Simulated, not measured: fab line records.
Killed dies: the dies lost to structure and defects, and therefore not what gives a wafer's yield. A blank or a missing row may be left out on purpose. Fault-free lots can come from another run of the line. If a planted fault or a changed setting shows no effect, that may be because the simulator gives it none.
Which of the tools did it? :: flow sky130 :: Sampling: 10 lots, 30 wafers, 5 of 708 route steps

WHAT THE GAUGES SHOWED, per wafer
SKY_CAPM_THK_MEAS_01. Usual: CAPM_CVD_00_THK gives 15.51 nm (standard deviation 0.19).
lot: L688
measured: day 36 15:15
on: film metro-04
CAPM_CVD_00_THK (nm): 15.48 15.50 15.82
flag: 

lot: L690
measured: day 37 02:28
on: film metro-03
CAPM_CVD_00_THK (nm): 15.59 15.37 15.62
flag: 

lot: L692
measured: day 39 00:34
on: film metro-03
CAPM_CVD_00_THK (nm): 15.46 15.38 15.77
flag: 

lot: L696
measured: day 39 12:52
on: film metro-03
CAPM_CVD_00_THK (nm): 15.17 15.59 15.70
flag: 

lot: L694
measured: day 39 16:17
on: film metro-02
CAPM_CVD_00_THK (nm): 15.39 15.52 15.43
flag: 

lot: L697
measured: day 39 17:28
on: film metro-03
CAPM_CVD_00_THK (nm): 15.43 15.33 15.84
flag: 

lot: L706
measured: day 42 09:58
on: film metro-03
CAPM_CVD_00_THK (nm): 14.49 14.72 14.56 14.49 14.71 14.56
flag: OFF

lot: L708
measured: day 42 13:44
on: film metro-04
CAPM_CVD_00_THK (nm): 14.68 14.59 14.74 14.59 14.53 14.76
flag: OFF

lot: L709
measured: day 42 20:52
on: film metro-04
CAPM_CVD_00_THK (nm): 15.19 15.83 15.77
flag: 

lot: L710
measured: day 42 23:15
on: film metro-02
CAPM_CVD_00_THK (nm): 15.35 15.67 16.07
flag: 

SKY_CAPM_OVL_MEAS_12. Usual: CAPM_OVL gives -0.4 nm (standard deviation 1.3).
lot: L688
measured: day 37 17:19
on: overlay-02
CAPM_OVL (nm): -0.1 -1.3 -2.0
flag: 

lot: L690
measured: day 38 05:02
on: overlay-01
CAPM_OVL (nm): 0.7 -1.1 -0.8
flag: 

lot: L692
measured: day 40 01:31
on: overlay-02
CAPM_OVL (nm): 0.5 0.0 -1.2
flag: 

lot: L696
measured: day 40 13:16
on: overlay-01
CAPM_OVL (nm): -1.1 0.4 0.2
flag: 

lot: L694
measured: day 40 16:17
on: overlay-01
CAPM_OVL (nm): 1.2 1.5 -0.4
flag: 

lot: L697
measured: day 40 17:21
on: overlay-01
CAPM_OVL (nm): 3.8 1.7 1.8
flag: 

lot: L706
measured: day 43 08:47
on: overlay-01
CAPM_OVL (nm): -1.1 0.6 0.9
flag: 

lot: L708
measured: day 43 11:29
on: overlay-02
CAPM_OVL (nm): 0.0 0.4 0.0
flag: 

lot: L709
measured: day 43 18:58
on: overlay-01
CAPM_OVL (nm): -1.4 -1.6 0.2
flag: 

lot: L710
measured: day 43 21:02
on: overlay-01
CAPM_OVL (nm): -1.5 -0.8 -0.4
flag: 

WHICH TOOL RAN EACH LOT (tool, then ch and the chambers of the sampled wafers, then the start)
lot: L688
SKY_VIA1_STRIP_16: plasma asher-02 ch 0,1, day 34 06:34
SKY_METAL3_SPUTTER_02: pvd sputter-03, day 36 15:07
SKY_CAPM_CVD_00: pecvd-01 ch 1,2, day 36 15:13

lot: L690
SKY_VIA1_STRIP_16: plasma asher-02 ch 0,1, day 34 17:07
SKY_METAL3_SPUTTER_02: pvd sputter-02, day 37 02:20
SKY_CAPM_CVD_00: pecvd-02 ch 0,2, day 37 02:26

lot: L692
SKY_VIA1_STRIP_16: plasma asher-02 ch 0,1, day 36 16:22
SKY_METAL3_SPUTTER_02: pvd sputter-02, day 39 00:26
SKY_CAPM_CVD_00: pecvd-02 ch 1,2, day 39 00:33

lot: L696
SKY_VIA1_STRIP_16: plasma asher-01 ch 0,1, day 37 05:22
SKY_METAL3_SPUTTER_02: pvd sputter-04, day 39 12:45
SKY_CAPM_CVD_00: pecvd-02 ch 0,2, day 39 12:51

lot: L694
SKY_VIA1_STRIP_16: plasma asher-01 ch 0,1, day 37 08:44
SKY_METAL3_SPUTTER_02: pvd sputter-04, day 39 16:09
SKY_CAPM_CVD_00: pecvd-01 ch 0,2, day 39 16:16

lot: L697
SKY_VIA1_STRIP_16: plasma asher-04 ch 0,1, day 37 09:23
SKY_METAL3_SPUTTER_02: pvd sputter-03, day 39 17:20
SKY_CAPM_CVD_00: pecvd-04 ch 0,1, day 39 17:26

lot: L706
SKY_VIA1_STRIP_16: plasma asher-04 ch 0,1, day 40 00:30
SKY_METAL3_SPUTTER_02: pvd sputter-02, day 42 09:48
SKY_CAPM_CVD_00: pecvd-01 ch 1,2, day 42 09:55

lot: L708
SKY_VIA1_STRIP_16: plasma asher-01 ch 0,1, day 40 10:59
SKY_METAL3_SPUTTER_02: pvd sputter-03, day 42 13:35
SKY_CAPM_CVD_00: pecvd-01 ch 1,2, day 42 13:42

lot: L709
SKY_VIA1_STRIP_16: plasma asher-01 ch 0, day 40 19:58
SKY_METAL3_SPUTTER_02: pvd sputter-04, day 42 20:42
SKY_CAPM_CVD_00: pecvd-04 ch 1,2, day 42 20:49

lot: L710
SKY_VIA1_STRIP_16: plasma asher-02 ch 0,1, day 40 21:15
SKY_METAL3_SPUTTER_02: pvd sputter-02, day 42 23:06
SKY_CAPM_CVD_00: pecvd-02 ch 1,2, day 42 23:13
- SKY_VIA1_STRIP_16: strips in O2/N2.
- SKY_METAL3_SPUTTER_02: material AlCu, target thk 735 nm, time 39.1 s.
- SKY_CAPM_CVD_00: deposits SiO2, target thk 15.5 nm.

WHAT THE TOOLS THEMSELVES READ (means of the sampled wafers that have a number; where no wafer has one, the mark that the record gives instead)
SKY_VIA1_STRIP_16. Usual: drypump motor current A 5.7 A, standard deviation 0.44; oes product au 0.415 a.u., standard deviation 0.0047; strip time to endpoint s 4.460 s, standard deviation 0.019.
lot: L688
tool: plasma asher-02
drypump motor current A (A): 5.8
oes product au (a.u.): 0.416
strip time to endpoint s (s): 4.454
flag: 

lot: L690
tool: plasma asher-02
drypump motor current A (A): 5.8
oes product au (a.u.): 0.420
strip time to endpoint s (s): 4.470
flag: 

lot: L692
tool: plasma asher-02
drypump motor current A (A): 5.8
oes product au (a.u.): 0.415
strip time to endpoint s (s): 4.457
flag: 

lot: L696
tool: plasma asher-01
drypump motor current A (A): 5.5
oes product au (a.u.): 0.416
strip time to endpoint s (s): 4.456
flag: 

lot: L694
tool: plasma asher-01
drypump motor current A (A): 5.8
oes product au (a.u.): 0.417
strip time to endpoint s (s): 4.444
flag: 

lot: L697
tool: plasma asher-04
drypump motor current A (A): 5.8
oes product au (a.u.): 0.412
strip time to endpoint s (s): 4.451
flag: 

lot: L706
tool: plasma asher-04
drypump motor current A (A): 5.8
oes product au (a.u.): 0.416
strip time to endpoint s (s): 4.467
flag: 

lot: L708
tool: plasma asher-01
drypump motor current A (A): 5.5
oes product au (a.u.): 0.415
strip time to endpoint s (s): 4.462
flag: 

lot: L709
tool: plasma asher-01
drypump motor current A (A): 5.3
oes product au (a.u.): 0.413
strip time to endpoint s (s): 4.466
flag: 

lot: L710
tool: plasma asher-02
drypump motor current A (A): 5.9
oes product au (a.u.): 0.421
strip time to endpoint s (s): 4.463
flag: 

SKY_METAL3_SPUTTER_02. Usual: throttle valve pct reads 30.3 % (standard deviation 0.62).
lot: L688
tool: pvd sputter-03
throttle valve pct (%): 30.8
flag: 

lot: L690
tool: pvd sputter-02
throttle valve pct (%): 29.6
flag: 

lot: L692
tool: pvd sputter-02
throttle valve pct (%): 30.3
flag: 

lot: L696
tool: pvd sputter-04
throttle valve pct (%): 30.1
flag: 

lot: L694
tool: pvd sputter-04
throttle valve pct (%): 30.1
flag: 

lot: L697
tool: pvd sputter-03
throttle valve pct (%): 30.5
flag: 

lot: L706
tool: pvd sputter-02
throttle valve pct (%): 29.6
flag: 

lot: L708
tool: pvd sputter-03
throttle valve pct (%): 30.6
flag: 

lot: L709
tool: pvd sputter-04
throttle valve pct (%): 30.2
flag: 

lot: L710
tool: pvd sputter-02
throttle valve pct (%): 30.2
flag: 

SKY_CAPM_CVD_00. Usual: heater power w 662 W, standard deviation 94; rf fwd power W 442.9 W, standard deviation 2.5.
lot: L688
tool: pecvd-01
heater power w (W): 727
rf fwd power W (W): 443.2
flag: 

lot: L690
tool: pecvd-02
heater power w (W): 547
rf fwd power W (W): 441.9
flag: 

lot: L692
tool: pecvd-02
heater power w (W): 638
rf fwd power W (W): 440.8
flag: 

lot: L696
tool: pecvd-02
heater power w (W): 529
rf fwd power W (W): 442.6
flag: 

lot: L694
tool: pecvd-01
heater power w (W): 749
rf fwd power W (W): 443.3
flag: 

lot: L697
tool: pecvd-04
heater power w (W): 794
rf fwd power W (W): 442.8
flag: 

lot: L706
tool: pecvd-01
heater power w (W): 790
rf fwd power W (W): 373.5
flag: OFF

lot: L708
tool: pecvd-01
heater power w (W): 753
rf fwd power W (W): 374.0
flag: OFF

lot: L709
tool: pecvd-04
heater power w (W): 664
rf fwd power W (W): 444.1
flag: 

lot: L710
tool: pecvd-02
heater power w (W): 661
rf fwd power W (W): 438.0
flag: 

THE ANSWER, worked out from the rows above alone
Rule: take the mean of a lot's wafers that have a number; if it is more than 3 standard deviations from the usual mean, the lot is off. Also off: a lot with no number at a reading for which 4 or more lots have one. Where the step has rows for the other lots, those lots are counted as sound. First the gauges in route order, then the tools' own readings, where a lot's mean is used as printed above. At the first step where some lot is off, the reading lying furthest off is the one used; lots without a number count as furthest.
Off: L706, L708, seen at SKY_CAPM_THK_MEAS_01 (CAPM_CVD_00_THK).
A tool fits if, at a process step before that reading, it ran every lot that is off, and no sound lot after the first of them. Not tried: the gauges at SKY_CAPM_THK_MEAS_01; whatever is off there is also off at SKY_CAPM_CVD_00, on other tools, and gauge error can't account for it. One fits: pecvd-01 at SKY_CAPM_CVD_00. Its last sound lot is L694 (day 39 16:16), its first lot that is off L706 (day 42 09:55): a fault that began between those two fits.
The tool's own readings at SKY_CAPM_CVD_00 bear it out: on the lots that are off they differ by more than 5 times the standard deviation of the sound lots' means. rf fwd power W reads 373.8 W there against 442.1 W on the sound lots.

WHAT WAS PUT IN BY THE SIMULATOR
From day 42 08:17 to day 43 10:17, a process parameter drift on pecvd-01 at SKY_CAPM_CVD_00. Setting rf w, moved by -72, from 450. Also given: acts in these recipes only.
Shown lots that were struck: L706, L708. Same finding as the rule above.
